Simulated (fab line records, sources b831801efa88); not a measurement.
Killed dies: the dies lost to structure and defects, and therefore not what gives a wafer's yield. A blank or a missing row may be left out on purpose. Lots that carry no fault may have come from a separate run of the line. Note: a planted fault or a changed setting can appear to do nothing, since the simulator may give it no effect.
Chamber matching    flow sky130    cmp-02 running SKY_VIA2_CMP_02: 4 sister chambers
The step polishes SiO2. 8 wafers are shown with their chamber, then 8 later ones without.

WAFERS PAIRED WITH THEIR CHAMBERS
wafer   chamber  motor-current-A (A)  head-pressure-psi (psi)
L562.2  3        10.8                 4.006
L562.5  1        13.3                 3.998
L563.2  0        11.1                 4.004
L563.3  1        13.3                 3.991
L566.2  0        11.1                 3.991
L566.3  2        11.8                 3.989
L566.6  2        11.6                 3.978
L568.2  3        10.4                 3.991

WAFERS WHOSE CHAMBER IS MISSING
wafer   motor-current-A (A)  head-pressure-psi (psi)
L568.3  11.9                 4.016
L568.4  10.8                 3.999
L569.1  13.7                 4.010
L569.2  10.2                 4.009
L569.5  12.0                 3.996
L572.1  13.9                 3.997
L572.2  10.5                 3.986
L572.4  11.4                 3.990

THE CHAMBER EACH PASSED THROUGH
wafer   from the rows above      in truth
L568.3  can't be placed: 2 or 0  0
L568.4  can't be placed: 3 or 0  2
L569.1  1                        1
L569.2  3                        3
L569.5  2                        2
L572.1  1                        1
L572.2  3                        3
L572.4  can't be placed: 2 or 0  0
Placed correctly: 5 of 8. Can't be placed from these rows: 3 (the true chamber is among the candidates in 2). 0 placed wrongly.
How it was worked out, from the rows above alone: a wafer's distance from a chamber is the root of the sum, over the readings, of the square of ((its reading less the chamber's mean) divided by the reading's scatter). The wafer belongs to the nearest chamber; if the next one is less than 2 further off, it can't be placed. The mean given for a chamber averages the wafers shown for that chamber. The scatter: the root of (the sum of the squares of (reading less its chamber's mean) over the shown wafers, divided by (wafers less chambers)).
